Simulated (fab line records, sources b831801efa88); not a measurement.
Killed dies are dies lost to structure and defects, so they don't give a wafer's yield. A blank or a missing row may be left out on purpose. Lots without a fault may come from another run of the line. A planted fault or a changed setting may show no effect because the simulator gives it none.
Which tool did it? | flow sky130 | 10 lots, 28 wafers sampled, at 6 steps of a route of 708

WHAT THE GAUGES READ, wafer by wafer
SKY_RES_XHIGH_TW_MEAS_09.
lot  | measured     | on            | RES_XHIGH_TW
L417 | day 27 11:02 | film_metro-02 | 1635 1625 1623
L418 | day 28 10:46 | film_metro-01 | 1649 1644 1646
L420 | day 28 13:16 | film_metro-01 | 1636 1636 1645
L421 | day 29 05:31 | film_metro-01 | 1648 1653 1656
L424 | day 29 15:53 | film_metro-02 | 1615 1623 1622
L428 | day 30 18:04 | film_metro-01 | 1634 1638 1633
L436 | day 33 07:31 | film_metro-03 | 1632 1624
L437 | day 33 10:16 | film_metro-01 | 1645 1650
L439 | day 33 17:11 | film_metro-03 | 1622 1623 1617
L440 | day 34 01:16 | film_metro-02 | 1625 1632 1629

SKY_SD_N_TW_MEAS_12.
lot  | measured     | on            | SD_N_TW
L417 | day 28 16:37 | film_metro-03 | 3934 3922 3942
L418 | day 29 14:53 | film_metro-02 | 3930 3929 3915
L420 | day 29 16:43 | film_metro-02 | 3927 3911 3920
L421 | day 30 09:35 | film_metro-02 | 3974 3967 3960
L424 | day 30 19:22 | film_metro-01 | 3973 3964 3994
L428 | day 31 21:38 | film_metro-02 | 3957 3959 3964
L436 | day 34 10:22 | film_metro-03 | 3938 3935
L437 | day 34 12:22 | film_metro-02 | 3946 3978
L439 | day 34 20:30 | film_metro-01 | 3967 3984 3969
L440 | day 35 03:55 | film_metro-01 | 3998 4006 3995

SKY_CAPM_RS_MEAS_03: measures by four-point-probe.
lot  | measured     | on            | CAPM_TIN_RS (ohm/sq)
L417 | day 37 00:47 | film_metro-03 | 6.83 6.89 6.89
L418 | day 37 22:23 | film_metro-04 | 6.95 7.03 7.06
L420 | day 38 00:54 | film_metro-03 | 6.88 6.95 6.97
L421 | day 38 17:01 | film_metro-01 | 6.84 6.89 6.80
L424 | day 39 00:16 | film_metro-04 | 6.94 6.86 6.96
L428 | day 40 00:25 | film_metro-04 | 6.87 6.99 6.91
L436 | day 42 07:08 | film_metro-01 | 6.92 5.38
L437 | day 42 08:19 | film_metro-03 | 6.86 5.40
L439 | day 42 16:00 | film_metro-04 | 6.91 6.92 7.05
L440 | day 42 21:24 | film_metro-01 | 7.01 6.99 6.97

SKY_CAPM_THK_MEAS_04: measures by xrf.
lot  | measured     | on            | CAPM_TIN_THK (nm)
L417 | day 37 00:55 | film_metro-03 | 203.2 200.3 201.4
L418 | day 37 22:30 | film_metro-04 | 200.0 197.6 196.7
L420 | day 38 01:01 | film_metro-03 | 202.3 200.5 199.6
L421 | day 38 17:08 | film_metro-01 | 204.1 200.8 204.5
L424 | day 39 00:23 | film_metro-04 | 200.9 202.3 200.1
L428 | day 40 00:31 | film_metro-04 | 201.6 198.4 200.2
L436 | day 42 07:14 | film_metro-01 | 200.4 258.2
L437 | day 42 08:25 | film_metro-03 | 200.3 254.3
L439 | day 42 16:05 | film_metro-04 | 201.7 200.9 197.8
L440 | day 42 21:31 | film_metro-01 | 199.1 198.8 199.4

WHICH TOOL RAN EACH LOT (tool, then ch and the chambers of the sampled wafers, then the start)
lot  | SKY_LI_CONTACT_ETCH_15             | SKY_CAPM_SPUTTER_02
L417 | rie_diel-04 ch 1,2,3, day 29 21:38 | pvd_sputter-01, day 37 00:41
L418 | rie_diel-01 ch 0,2, day 30 19:52   | pvd_sputter-04, day 37 22:16
L420 | rie_diel-04 ch 0,2, day 30 21:21   | pvd_sputter-02, day 38 00:47
L421 | rie_diel-04 ch 2,3, day 31 15:02   | pvd_sputter-01, day 38 16:54
L424 | rie_diel-02 ch 0,3, day 32 00:05   | pvd_sputter-02, day 39 00:10
L428 | rie_diel-01 ch 0,3, day 33 01:29   | pvd_sputter-01, day 40 00:16
L436 | rie_diel-01 ch 0,3, day 35 14:29   | pvd_sputter-01, day 42 06:59
L437 | rie_diel-02 ch 1,2, day 35 16:28   | pvd_sputter-01, day 42 08:11
L439 | rie_diel-01 ch 1,2, day 35 23:53   | pvd_sputter-04, day 42 15:50
L440 | rie_diel-01 ch 2,3, day 36 06:58   | pvd_sputter-04, day 42 21:16
- SKY_LI_CONTACT_ETCH_15: etches PSG in C4F8/O2/Ar, stops on Si, target depth 600 nm.
- SKY_CAPM_SPUTTER_02: material TiN, target thk 200 nm, time 166.7 s.

WHAT THE TOOLS THEMSELVES READ (means of the sampled wafers that have a number; where no wafer has one, the mark that the record gives instead)
SKY_LI_CONTACT_ETCH_15.
lot  | tool        | oes_product_au (a.u.)
L417 | rie_diel-04 | 0.842
L418 | rie_diel-01 | 0.835
L420 | rie_diel-04 | 0.835
L421 | rie_diel-04 | 0.838
L424 | rie_diel-02 | 0.835
L428 | rie_diel-01 | 0.837
L436 | rie_diel-01 | 0.840
L437 | rie_diel-02 | 0.840
L439 | rie_diel-01 | 0.832
L440 | rie_diel-01 | 0.836

SKY_CAPM_SPUTTER_02.
lot  | tool           | chamber_pressure_pa (Pa) | throttle_valve_pct (%)
L417 | pvd_sputter-01 | 0.4000                   | 30.8
L418 | pvd_sputter-04 | 0.3997                   | 29.1
L420 | pvd_sputter-02 | 0.3997                   | 28.6
L421 | pvd_sputter-01 | 0.3999                   | 30.6
L424 | pvd_sputter-02 | 0.4007                   | 29.3
L428 | pvd_sputter-01 | 0.3998                   | 29.7
L436 | pvd_sputter-01 | 0.3995                   | 29.9
L437 | pvd_sputter-01 | 0.4002                   | 31.2
L439 | pvd_sputter-04 | 0.4004                   | 28.1
L440 | pvd_sputter-04 | 0.4007                   | 29.2

THE ANSWER, worked out from the rows above alone
Rule: what is usual is taken from the lots themselves. Put in order of their means at a reading, lots are off if they are a third of the lots or fewer, leave a main group of 4 or more, and stand apart from it by a gap of 3 or more times the standard deviation of the main group's means; of several such gaps the widest counts. A main group whose means are all the same, to the digits that the tables above print for the reading, isn't used. A lot without any number at a reading at which 4 lots or more have one is off too. The other lots that the step has rows for count as sound. The gauges are gone through in route order, then the tools' own readings, and for those a lot's mean is taken as printed above. The first step at which some lot is off is used, and at that step the reading that is off furthest; a lot without a number counts as furthest.
Off: L436, L437, at SKY_CAPM_RS_MEAS_03 (CAPM_TIN_RS). The main group: mean 6.93 ohm/sq, standard deviation 0.053.
A tool fits if, at a process step before that reading, it ran every lot that is off, and no sound lot after the first of them. The gauges at SKY_CAPM_RS_MEAS_03 are tried like those tools. One fits: pvd_sputter-01 at SKY_CAPM_SPUTTER_02. Its last sound lot is L428 (day 40 00:16), its first lot that is off L436 (day 42 06:59): a fault that began between those two fits.

WHAT THE SIMULATOR HAD PUT IN
Process parameter drift: pvd_sputter-01, from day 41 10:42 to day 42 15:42, at SKY_CAPM_SPUTTER_02. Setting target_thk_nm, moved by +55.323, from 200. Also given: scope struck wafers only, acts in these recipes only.
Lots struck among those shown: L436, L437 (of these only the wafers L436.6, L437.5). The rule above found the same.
